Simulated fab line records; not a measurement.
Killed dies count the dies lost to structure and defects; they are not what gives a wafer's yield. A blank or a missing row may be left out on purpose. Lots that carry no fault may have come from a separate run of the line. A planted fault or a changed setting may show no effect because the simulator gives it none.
Matching of chambers + flow gf180mcu + 4 sister chambers for GF_POLY_GATE_ETCH_13 on rie-si-02
The step etches poly-Si in HBr/Cl2, stops on SiO2, target depth 198.5 nm, time 69.6 s. 4 wafers are shown with their chamber, then 8 later ones without.

## WAFERS WITH THEIR CHAMBER
| wafer  | chamber | drypump-motor-current-A (A) |
|--------|---------|-----------------------------|
| L369.5 | 3       | 5.52                        |
| L369.6 | 0       | 5.81                        |
| L373.6 | 2       | 5.73                        |
| L374.1 | 1       | 5.44                        |

## WAFERS WITHOUT THEIR CHAMBER
| wafer  | drypump-motor-current-A (A) |
|--------|-----------------------------|
| L374.3 | 5.58                        |
| L374.6 | 5.74                        |
| L376.1 | 5.74                        |
| L376.4 | 5.45                        |
| L376.5 | 5.72                        |
| L381.4 | 5.52                        |
| L381.5 | 5.44                        |
| L381.6 | 5.72                        |

## WHICH CHAMBER EACH ONE RAN IN
| wafer  | from the rows above | in truth |
|--------|---------------------|----------|
| L374.3 | 3                   | 3        |
| L374.6 | 2                   | 2        |
| L376.1 | 2                   | 2        |
| L376.4 | 1                   | 1        |
| L376.5 | 2                   | 2        |
| L381.4 | 3                   | 3        |
| L381.5 | 1                   | 1        |
| L381.6 | 2                   | 2        |
Placed correctly: 8 of 8. From these rows, 0 cannot be placed. 0 placed wrongly.
How it was worked out, from the rows above alone: a wafer's distance from a chamber is the root of the sum, over the readings, of the square of ((its reading less the chamber's mean) divided by the reading's scatter). The wafer belongs to the nearest chamber; if the next one is less than 2 further off, it can't be placed. For every chamber, the mean is computed from those of its wafers that are shown. The scatter: root of mean squared gap, hidden wafer to nearest shown wafer, with one shown wafer a chamber.
